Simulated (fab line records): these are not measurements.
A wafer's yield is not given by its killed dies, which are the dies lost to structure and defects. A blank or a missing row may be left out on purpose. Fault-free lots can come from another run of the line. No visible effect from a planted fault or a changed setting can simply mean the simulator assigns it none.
Chamber matching :: flow gf180mcu :: GF_V5_CMP_04 on cmp-01: 4 sister chambers
The step polishes SiO2. 14 wafers are shown with their chamber, then 7 later ones without.

## EACH WAFER AND ITS CHAMBER
wafer: L610.2
chamber: 0
motor_current_A (A): 11.8
head_pressure_psi (psi): 3.985

wafer: L610.4
chamber: 1
motor_current_A (A): 12.8
head_pressure_psi (psi): 3.996

wafer: L610.5
chamber: 0
motor_current_A (A): 11.7
head_pressure_psi (psi): 4.002

wafer: L614.1
chamber: 1
motor_current_A (A): 12.7
head_pressure_psi (psi): 3.997

wafer: L614.2
chamber: 3
motor_current_A (A): 10.2
head_pressure_psi (psi): 3.994

wafer: L614.6
chamber: 2
motor_current_A (A): 10.6
head_pressure_psi (psi): 3.992

wafer: L617.1
chamber: 0
motor_current_A (A): 12.4
head_pressure_psi (psi): 3.994

wafer: L617.3
chamber: 1
motor_current_A (A): 12.4
head_pressure_psi (psi): 3.997

wafer: L617.4
chamber: 3
motor_current_A (A): 10.2
head_pressure_psi (psi): 4.003

wafer: L618.1
chamber: 3
motor_current_A (A): 10.5
head_pressure_psi (psi): 3.988

wafer: L618.2
chamber: 0
motor_current_A (A): 12.2
head_pressure_psi (psi): 3.996

wafer: L618.3
chamber: 1
motor_current_A (A): 12.5
head_pressure_psi (psi): 4.008

wafer: L619.1
chamber: 0
motor_current_A (A): 12.3
head_pressure_psi (psi): 3.996

wafer: L619.3
chamber: 1
motor_current_A (A): 12.8
head_pressure_psi (psi): 3.977

SIGNATURES (averages over the wafers above)
reading: motor_current_A
chamber 0: 12.080
chamber 1: 12.640
chamber 2: 10.600
chamber 3: 10.300
scatter within a chamber: 0.241

reading: head_pressure_psi
chamber 0: 3.99460
chamber 1: 3.99500
chamber 2: 3.99200
chamber 3: 3.99500
scatter within a chamber: 0.00876
Rule: for a wafer and a chamber, the distance is found by dividing, reading by reading, the gap between the wafer's reading and the chamber's mean by the reading's scatter, squaring, summing and taking the root. The wafer belongs to the nearest chamber; if the next one is less than 2 further off, it can't be placed. How the scatter is found: for the shown wafers, subtract from each reading the mean of its chamber, square and add these, divide the total by (wafers less chambers), then take the root.

## WAFERS WITHOUT THEIR CHAMBER
wafer: L619.5
motor_current_A (A): 11.7
head_pressure_psi (psi): 4.014

wafer: L621.1
motor_current_A (A): 10.2
head_pressure_psi (psi): 3.995

wafer: L621.3
motor_current_A (A): 11.4
head_pressure_psi (psi): 3.989

wafer: L621.6
motor_current_A (A): 10.2
head_pressure_psi (psi): 4.008

wafer: L623.3
motor_current_A (A): 11.9
head_pressure_psi (psi): 4.000

wafer: L623.4
motor_current_A (A): 12.9
head_pressure_psi (psi): 4.020

wafer: L623.6
motor_current_A (A): 12.7
head_pressure_psi (psi): 4.000

## THE CHAMBER EACH PASSED THROUGH
wafer: L619.5
from the rows above: can't be placed: 0 or 1
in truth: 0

wafer: L621.1
from the rows above: can't be placed: 3 or 2
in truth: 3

wafer: L621.3
from the rows above: can't be placed: 0 or 2 or 3
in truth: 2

wafer: L621.6
from the rows above: can't be placed: 3 or 2
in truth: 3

wafer: L623.3
from the rows above: 0
in truth: 0

wafer: L623.4
from the rows above: can't be placed: 1 or 0
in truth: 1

wafer: L623.6
from the rows above: 1
in truth: 1
2 of 7 placed correctly. Can't be placed from these rows: 5 (the true chamber is among the candidates in 5). Wrongly placed: 0.
